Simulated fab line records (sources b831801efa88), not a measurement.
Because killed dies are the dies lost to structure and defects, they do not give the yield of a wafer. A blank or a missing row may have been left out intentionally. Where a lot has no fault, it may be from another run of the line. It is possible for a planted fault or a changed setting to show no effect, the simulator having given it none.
2 desks looking at one fault + flow gf180mcu + only its own numbers are on each desk; what lay behind them is given at the end

AT THE METROLOGY DESK
What the gauges read, lot by lot, whatever tool the lot ran on: means of the sampled wafers that have a number. If a lot's mean is further than 4 standard deviations from the usual mean, the lot is out of limits and carries the mark OUT (the distance appears in the brackets).
Columns: A = M4_ALCU_THK at GF_M4_THK_MEAS_06, usual 448 nm
| lot  | first seen here | A   |
|------|-----------------|-----|
| L879 | day 23 01:03    | 448 |
| L881 | day 23 16:13    | 449 |
| L884 | day 24 22:55    | 447 |
| L885 | day 25 11:28    | 447 |
| L889 | day 26 14:41    | 447 |
| L894 | day 28 09:29    | 446 |
| L896 | day 28 21:48    | 454 |
| L895 | day 28 23:23    | 442 |
| L897 | day 29 00:34    | 444 |
| L899 | day 29 21:05    | 448 |
| L900 | day 29 22:11    | 449 |
This desk's finding: nothing out of limits on any of the 11 lots.

THE TOOL OWNER'S DESK: pvd sputter-03
The tool's own readings at GF_M4_SPUTTER_01 (material TiN, target thk 30 nm, time 25 s): means of the sampled wafers that have a number, for each lot that ran on this tool. If a lot's mean is further than 4 standard deviations from the usual mean, the lot is out of limits and carries the mark OUT (the distance appears in the brackets).
Columns: A = cathode dc power W at GF_M4_SPUTTER_01, usual 6499.9 W; B = throttle valve pct at GF_M4_SPUTTER_01, usual 30.1 %
| lot  | first seen here | A      | B    |
|------|-----------------|--------|------|
| L884 | day 24 22:40    | 6500.1 | 31.0 |
| L885 | day 25 11:14    | 6499.7 | 31.0 |
| L894 | day 28 09:14    | 6499.4 | 30.4 |
| L896 | day 28 21:32    | 6499.6 | 31.0 |
| L897 | day 29 00:19    | 6500.2 | 30.0 |
This desk's finding: nothing out of limits on any of the 5 lots.

TAKEN TOGETHER
The metrology desk saw nothing out of limits.
The tool owner's desk saw nothing out of limits.

WHAT THE SIMULATOR HAD PUT IN
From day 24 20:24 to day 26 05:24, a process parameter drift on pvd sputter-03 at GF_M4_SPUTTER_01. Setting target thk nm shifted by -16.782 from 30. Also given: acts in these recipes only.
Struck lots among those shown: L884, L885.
